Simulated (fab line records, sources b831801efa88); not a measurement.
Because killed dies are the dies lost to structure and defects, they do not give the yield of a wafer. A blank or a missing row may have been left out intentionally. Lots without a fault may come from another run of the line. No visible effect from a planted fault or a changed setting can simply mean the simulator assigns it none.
What tool caused it? || flow sky130 || Sampling: 6 lots, 18 wafers, 2 of 708 route steps

## WHAT EACH GAUGE READ, for each wafer
SKY_SD_P_OVL_MEAS_08.
{"lot": "L337", "measured": "day 26 05:32", "on": "overlay-02", "SD_P_OVL (nm)": "-2.2 -2.6 0.0"}
{"lot": "L340", "measured": "day 27 03:15", "on": "overlay-01", "SD_P_OVL (nm)": "-0.2 0.6 0.5"}
{"lot": "L345", "measured": "day 28 19:26", "on": "overlay-01", "SD_P_OVL (nm)": "0.1 -1.6 -0.3"}
{"lot": "L347", "measured": "day 29 17:52", "on": "overlay-01", "SD_P_OVL (nm)": "-0.8 0.7 -2.3"}
{"lot": "L351", "measured": "day 30 21:05", "on": "overlay-01", "SD_P_OVL (nm)": "55.7 57.2 53.8"}
{"lot": "L355", "measured": "day 32 06:32", "on": "overlay-01", "SD_P_OVL (nm)": "-0.1 -0.6 0.1"}

## WHAT TOOL EACH LOT RAN ON (gives the tool, then ch and the chambers of the sampled wafers, and finally the start)
{"lot": "L337", "SKY_SD_P_EXPOSE_04": "iline stepper-02 ch 0, day 25 15:04"}
{"lot": "L340", "SKY_SD_P_EXPOSE_04": "iline stepper-02 ch 0, day 26 12:59"}
{"lot": "L345", "SKY_SD_P_EXPOSE_04": "iline stepper-01 ch 0, day 28 05:40"}
{"lot": "L347", "SKY_SD_P_EXPOSE_04": "iline stepper-01 ch 0, day 29 04:23"}
{"lot": "L351", "SKY_SD_P_EXPOSE_04": "iline stepper-01 ch 0, day 30 07:31"}
{"lot": "L355", "SKY_SD_P_EXPOSE_04": "iline stepper-02 ch 0, day 31 17:37"}
- SKY_SD_P_EXPOSE_04: exposes mask PSDM, target cd 380 nm.

## THE ANSWER, worked out from the rows above alone
Rule: the usual values come from the lots themselves. Put in order of their means at a reading, lots are off if they are a third of the lots or fewer, leave a main group of 4 or more, and stand apart from it by a gap of 3 or more times the standard deviation of the main group's means; of several such gaps the widest counts. Not used: any main group whose means are identical at the precision the tables above print for the reading. Also off: a lot with no number at a reading for which 4 or more lots have one. Any other lot the step has rows for is counted as sound.
Off: L351, at SKY_SD_P_OVL_MEAS_08 (SD_P_OVL). For the main group the mean is -0.6 nm and the standard deviation 0.63.
If a tool, at a process step before that reading, ran all the lots that are off and no sound lot after the first of them, it fits. Gauges at SKY_SD_P_OVL_MEAS_08: tried the same way as those tools. One fits: SKY_SD_P_EXPOSE_04 on iline stepper-01. A fault onset in the window from L347 (day 29 04:23, its last sound lot) to L351 (day 30 07:31, its first lot off) fits.

## WHAT HAD BEEN PUT IN BY THE SIMULATOR
Scanner matching overlay: iline stepper-01, from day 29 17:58 on, at SKY_SD_P_EXPOSE_04. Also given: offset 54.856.
Struck lots among those shown: L351. The rule above reached the same finding.
